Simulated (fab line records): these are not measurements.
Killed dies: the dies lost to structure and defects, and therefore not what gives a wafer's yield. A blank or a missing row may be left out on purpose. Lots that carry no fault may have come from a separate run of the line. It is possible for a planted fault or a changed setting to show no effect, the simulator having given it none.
Code-filled problem report in 8D (eight disciplines) form || flow sky130 || the parts of the form that need people (team, actions taken, sign-off) are left out

## 1. PROBLEM STATEMENT
killed_at_contacts at SKY_PAD_OPEN_PROBE_99 reads a mean of 81 on 1 wafer of 1 lot; wafers without a fault read 25 with a standard deviation of 5.1. Measured from the usual mean, that is +11 standard deviations.
First seen on wafer L321.4, day 48 08:02, on prober-01. The record has a number at this step for 39 wafers belonging to 13 lots. By rule, "out" or "out of limits" means more than 4 standard deviations away from the usual mean. The other wafers with a number count as sound.

## 2. WHAT IT IS AND WHAT IT IS NOT
{"question": "which readings at this step", "is": "killed_at_contacts, killed_dies", "is not": "killed_at_M0_to_M3, killed_at_M4_up, killed_at_other, killed_open, killed_short"}
{"question": "which lots", "is": "L321", "is not": "L311, L312, L313, L314, L315, L324, L325, L326, L327, L330, L332, L334"}
{"question": "which wafers of those lots", "is": "L321.4", "is not": "L321.5, L321.6"}
{"question": "read on which tools", "is": "prober-01", "is not": "prober-02"}
{"question": "when", "is": "from day 48 08:02", "is not": "up to then (15 sound wafers); but 23 sound wafers of L321, L324, L325, L326, L327, L330, L332, L334 came after"}

## 3. THE SUSPECTS, EACH WITH WHAT RULES IT OUT
Counting: a tool at a process step up to the reading stays a suspect if it ran every lot that is out. Sound lots after the first of them don't rule it out here, since some wafers of a struck lot are sound.
- pvd_sputter-03 at SKY_LOCAL_INTERCONNECT_SPUTTER_00 (material TiN, target thk 100 nm, time 83.3 s): kept. The lot that is out, L321, ran on it at day 32 18:49; the last sound lot it ran before that was L313, at day 30 11:30.
- rie_metal-02 at SKY_METAL5_DESCUM_14 (chemistry O2, time 11 s): kept. It ran the lot that is out, L321 (day 46 12:05).
- prober-01 at SKY_PAD_OPEN_PROBE_99: kept. The lot that is out, L321, ran on it at day 48 08:02; the last sound lot it ran before that was L314, at day 47 02:44. On those wafers its own readings are out: killed_at_contacts, killed_dies.
Left after counting: pvd_sputter-03 at SKY_LOCAL_INTERCONNECT_SPUTTER_00, rie_metal-02 at SKY_METAL5_DESCUM_14, prober-01 at SKY_PAD_OPEN_PROBE_99.

## 4. THE CAUSE (what the simulator had put in)
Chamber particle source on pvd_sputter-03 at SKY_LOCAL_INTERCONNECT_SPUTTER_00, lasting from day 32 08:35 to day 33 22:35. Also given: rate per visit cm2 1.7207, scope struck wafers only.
Counting left 3 suspects, and this tool is among them.

## 5. SEQUENCE OF EFFECTS, ordered by route
Each row: a reading where the mean over the struck wafers with a number is more than 3 standard deviations away from the usual. Only readings whose record carries a usual standard deviation are examined. hours: median over the lots of the time between each lot's start at the first step of this table that gives one and its start at this step. sigmas: the change, counted in usual standard deviations.
{"hours": 0, "step": "SKY_PAD_OPEN_PROBE_99", "reading": "killed_at_contacts", "usual": 25, "on struck wafers": 81, "change": "+56", "sigmas": "+11"}
{"hours": 0, "step": "SKY_PAD_OPEN_PROBE_99", "reading": "killed_dies", "usual": 86, "on struck wafers": 134, "change": "+48", "sigmas": "+5.8"}
Process steps it contains:
- SKY_PAD_OPEN_PROBE_99

## 6. HOW IT WOULD HAVE BEEN CAUGHT EARLIER
The fault began at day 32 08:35; the first out-of-limits reading in this record came at day 48 08:02, 383 hours later.
Of the tool readings at SKY_LOCAL_INTERCONNECT_SPUTTER_00 for which the record gives a usual standard deviation, none was out on any struck wafer, so an alarm limit of 4 standard deviations on them would not have fired.
The start of SKY_LOCAL_INTERCONNECT_SPUTTER_00 on pvd_sputter-03 came by day 48 08:02 for every one of the lots that are out (1). None of them would have been spared by holding the tool at that moment.
